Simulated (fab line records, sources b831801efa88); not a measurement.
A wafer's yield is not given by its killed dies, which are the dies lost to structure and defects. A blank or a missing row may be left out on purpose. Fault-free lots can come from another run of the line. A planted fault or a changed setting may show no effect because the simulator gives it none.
The tool behind it: which one? / flow sky130 / at 1 step of a route of 708, 6 lots with 18 wafers sampled

WHAT EACH GAUGE READ, for each wafer
SKY_CAP2M_OVL_MEAS_12.
lot=L890; measured=day 41 14:50; on=overlay-02; CAP2M_OVL (nm)=-4.1 -2.3 -2.3
lot=L894; measured=day 42 16:52; on=overlay-02; CAP2M_OVL (nm)=-3.6 -1.9 -3.6
lot=L897; measured=day 43 07:05; on=overlay-01; CAP2M_OVL (nm)=1.5 0.0 -0.5
lot=L902; measured=day 44 14:38; on=overlay-02; CAP2M_OVL (nm)=1.3 2.0 0.0
lot=L907; measured=day 46 16:07; on=overlay-01; CAP2M_OVL (nm)=-2.1 -2.5 -0.8
lot=L911; measured=day 47 02:44; on=overlay-02; CAP2M_OVL (nm)=2.3 1.4 1.7

WHAT TOOL EACH LOT RAN ON (gives the tool, then ch and the chambers of the sampled wafers, and finally the start)
No process step before these readings appears in the record.

THE ANSWER, worked out from the rows above alone
Rule: the lots themselves supply what counts as usual. The widest of any qualifying gaps counts: lots, ordered by their means at a reading, are off when they make up no more than a third of the lots, leave a main group of 4 or more, and stand apart from it by 3 or more times the standard deviation of that group's means. A main group is skipped when, at the precision printed for the reading in the tables above, its means are all equal. A lot without any number at a reading at which 4 lots or more have one is off too. Any other lot the step has rows for is counted as sound.
Across all readings shown, no lot is off: no conclusion can be drawn from this.

WHAT THE SIMULATOR HAD INSERTED
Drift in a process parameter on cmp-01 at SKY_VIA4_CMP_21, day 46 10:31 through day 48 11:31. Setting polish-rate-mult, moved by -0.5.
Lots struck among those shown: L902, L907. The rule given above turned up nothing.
